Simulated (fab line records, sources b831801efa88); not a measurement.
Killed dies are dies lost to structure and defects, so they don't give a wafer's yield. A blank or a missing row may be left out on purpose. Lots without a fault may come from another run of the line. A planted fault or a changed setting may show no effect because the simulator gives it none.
A struck lot beside a sound one | flow sky130 | 18 steps out of a route of 708
Sound: wafers L790.1, L790.2, L790.3. Struck: wafers L783.1, L783.3. (L783.4 of the same lot was not struck and is left out.) The cause comes at the end.
At each step with rows: each side's tool, then ch and its chambers, then its first start. Under that, the readings that differ: sound wafers | struck wafers | difference of the means | sigmas: that difference in standard deviations of wafers without a fault.
alike: readings whose means differ by less than 2 such deviations, and words and numbers that are the same on both sides. not compared: withheld readings, readings that some wafer has no value for, bounds like >300 that may hide the same value, and numbers for which the record gives no deviation and whose values overlap.
The two part at a step that has a row with sigmas, a row that says differs or no value, or rows on one side only. Numbers that don't overlap but have no deviation are shown without sigmas and don't part them. A reading that every wafer of one side lacks parts them only if that side has two wafers or more.

first, 5 steps without rows for these wafers: SKY_VIA4_COAT_06 (resist thk 1140 nm); SKY_VIA4_SOFTBAKE_07 (time 60 s); SKY_VIA4_EXPOSE_08 (exposes mask VIM4, target cd 800 nm); SKY_VIA4_PEB_09; SKY_VIA4_DEVELOP_10 (develop time 60 s).
SKY_VIA4_OVL_MEAS_11:
  sound on overlay-01, day 48 06:07; struck on overlay-02, day 46 14:10
  alike: VIA4_OVL
SKY_VIA4_ETCH_12: etches SiO2 in C4F8/O2/Ar, stops on TiN, target depth 580 nm.
  sound on rie_diel-02 ch 1,2,3, day 48 06:09; struck on rie_diel-04 ch 2,3, day 46 14:12
  alike: bias_w, oes_product_au
SKY_VIA4_STRIP_13: strips in O2/N2.
  sound on plasma_asher-02 ch 0,1, day 48 06:13; struck on plasma_asher-02 ch 0,1, day 46 14:16
  alike: drypump_motor_current_A, oes_product_au, strip_time_to_endpoint_s
  not compared: rf_hours_counter_h
then, 3 steps without rows for these wafers: SKY_VIA4_STRIP_14 (strips in post etch residue remover, time 1200 s); SKY_VIA4_CLEAN_15 (cleans in IPA, time 180 s); SKY_VIA4_CLEAN_16 (cleans in O3/DIW).
SKY_VIA4_SPUTTER_17: material TiN, target thk 20 nm, time 80 s.
  sound on pvd_sputter-02, day 48 07:14; struck on pvd_sputter-01, day 46 14:59
  alike: cathode_dc_power_W, throttle_valve_pct
SKY_VIA4_CVD_18: deposits W, target thk 505 nm, time 152.14 s.
  sound on cvd_w-01 ch 0,1, day 48 07:18; struck on cvd_w-02 ch 0, day 46 15:03
  reading                            | sound             | struck      | difference | sigmas
  model.W_of_VIA4_CVD_18.thk_nm (nm) | 535.9 525.7 535.9 | 913.2 920.4 | +384.3     |
  alike: heater_power_w
SKY_VIA4_RS_MEAS_19: measures by four-point-probe.
  sound on film_metro-02, day 48 07:28; struck on film_metro-04, day 46 15:29
  reading            | sound                | struck        | difference | sigmas
  VIA4_W_RS (ohm/sq) | 0.2136 0.2175 0.2133 | 0.1246 0.1237 | -0.0906    | -31
  not compared: hold
SKY_VIA4_THK_MEAS_20: measures by xrf.
  sound on film_metro-02, day 48 07:35; struck on film_metro-04, day 46 19:49
  reading         | sound       | struck  | difference | sigmas
  VIA4_W_THK (nm) | 523 511 525 | 873 876 | +355       | +45
  not compared: hold
SKY_VIA4_CMP_21: polishes, stops on SiO2, t overpolish 25 s, target thk 0 nm.
  sound on cmp-02 ch 0,1,2, day 48 07:38; struck on cmp-01 ch 0,3, day 47 04:40
  reading                | sound       | struck                                            | difference                   | sigmas
  hold                   | - - -       | await_dispo/8.8h/release await_dispo/8.8h/release | no value on the sound wafers |
  time_to_endpoint_s (s) | 138 133 129 | 217 224                                           | +87                          | +16
  alike: motor_current_A
SKY_METAL5_SPUTTER_00: material Ti, target thk 15 nm, time 10 s.
  sound on pvd_sputter-02, day 48 07:56; struck on pvd_sputter-02, day 47 04:58
  alike: cathode_dc_power_W, throttle_valve_pct
-- the record jumps here: 2 days lie between the struck wafers' starts before and after (it left off in module METAL5 and takes up again in module PAD_OPEN, whose first step shown is number 708 of the route) --
SKY_PAD_OPEN_PROBE_99:
  the record has rows for the struck wafers here (prober-01, day 49 05:36) and none for the sound ones

WHERE THEY PART
First at SKY_VIA4_RS_MEAS_19; last, within this record, at SKY_PAD_OPEN_PROBE_99.

WHY: what the simulator had put in
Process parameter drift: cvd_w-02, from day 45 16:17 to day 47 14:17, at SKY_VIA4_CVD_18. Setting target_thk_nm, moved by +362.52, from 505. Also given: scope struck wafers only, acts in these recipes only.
